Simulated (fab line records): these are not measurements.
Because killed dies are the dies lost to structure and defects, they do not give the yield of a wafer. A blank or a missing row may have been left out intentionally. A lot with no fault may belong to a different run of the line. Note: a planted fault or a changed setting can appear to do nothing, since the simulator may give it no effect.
A struck lot beside a sound one    flow gf180mcu    15 out of 602 route steps
Sound: these wafers, L495.1, L495.2, L495.5. Wafers struck: L500.4, L500.5, L500.6. At the end, the cause is stated.
Per side, at each step with rows, come the tool, then ch with its chambers, and then its first start. Under that, the readings that differ: sound wafers    struck wafers    difference of the means    sigmas: that difference in standard deviations of wafers without a fault.
alike: same words and numbers on both sides, and readings whose means sit less than 2 such deviations apart. not compared: any withheld reading, any reading some wafer has no value for, any bound like >300 that may hide the same value, and any number with overlapping values for which the record gives no deviation.
Wherever a step has rows on one side only, a row that says differs or no value, or a row with sigmas, the two part there. Non-overlapping numbers with no deviation appear without sigmas and do not part them. A reading missing from all wafers of one side parts the sides only when that side holds two or more wafers.

GF_VT_IMPLANT_DEHYDRATE_33: time 62.6 s.
  sound on lithoTrack-02 ch 0, day 8 08:14; struck on lithoTrack-01 ch 0, day 9 14:54
  alike: chillPlateTempC, plateSensorTCentreC, plateSensorTEdgeC
then, 6 steps without rows for these wafers: GF_VT_IMPLANT_HMDS_34 (prime time 60 s); GF_VT_IMPLANT_COAT_35 (resist thk 1000 nm); GF_VT_IMPLANT_SOFTBAKE_36 (time 60 s); GF_VT_IMPLANT_EXPOSE_37 (exposes mask Nwell HV AREA, target cd 860 nm); GF_VT_IMPLANT_PEB_38; GF_VT_IMPLANT_DEVELOP_39 (develop time 60 s).
GF_VT_IMPLANT_OVL_MEAS_40:
  sound on overlay-01 at day 8 16:44; struck on overlay-01 at day 9 23:42
  alike: VT_IMPLANT_03_OVL
following that, these wafers have no rows for 1 step: GF_VT_IMPLANT_IMPLANT_41.
GF_VT_IMPLANT_STRIP_42: strips in O2/N2.
  sound on plasmaAsher-03 ch 0,1, day 8 16:55; struck on plasmaAsher-04 ch 0,1, day 9 23:55
reading                   sound        struck       difference  sigmas
drypumpMotorCurrentA (A)  5.2 5.2 5.2  6.6 6.6 5.8  +1.1        +2
  alike: heaterPowerW, oesProductAu, stripTimeToEndpointS
  not compared: rfHoursCounterH
GF_VT_IMPLANT_TW_MEAS_43:
  sound on filmMetro-02 at day 8 17:01; struck on filmMetro-04 at day 10 00:00
  alike: VT_IMPLANT_4_TW
then, 1 step without rows for these wafers: GF_VT_IMPLANT_CLEAN_44 (cleans in SC1/SC2, time 150 s).
GF_VT_IMPLANT_RTA_45: time 30 s.
  sound on rtpAnneal-01 ch 0, day 8 17:07; struck on rtpAnneal-01 ch 0, day 10 00:08
reading         sound           struck          difference  sigmas
runLengthS (s)  58.7 58.6 58.5  68.6 68.8 68.7  +10.1       +19
  alike: lampPowerPct, wafer_temp_C_max
GF_VT_IMPLANT_RS_MEAS_46: uses a four-point probe to measure.
  sound on filmMetro-02 at day 8 17:13; struck on filmMetro-03 at day 10 00:14
reading           sound              struck             difference  sigmas
MVSD_RS (ohm/sq)  457.2 455.9 456.5  453.2 453.0 453.8  -3.2        -2
-- a jump in the record: the struck wafers' starts before and after are 22 days apart (it breaks off in module VT_IMPLANT and resumes in module PASSIVATION, where the first step shown is number 602 of the route) --
GF_PASSIVATION_PROBE_99:
  record: rows for the struck wafers here (prober-02, day 31 16:04), none for the sound ones

== WHERE THEY PART ==
At GF_VT_IMPLANT_STRIP_42 first; at GF_PASSIVATION_PROBE_99 last (within this record only).

WHY: what had been put in by the simulator
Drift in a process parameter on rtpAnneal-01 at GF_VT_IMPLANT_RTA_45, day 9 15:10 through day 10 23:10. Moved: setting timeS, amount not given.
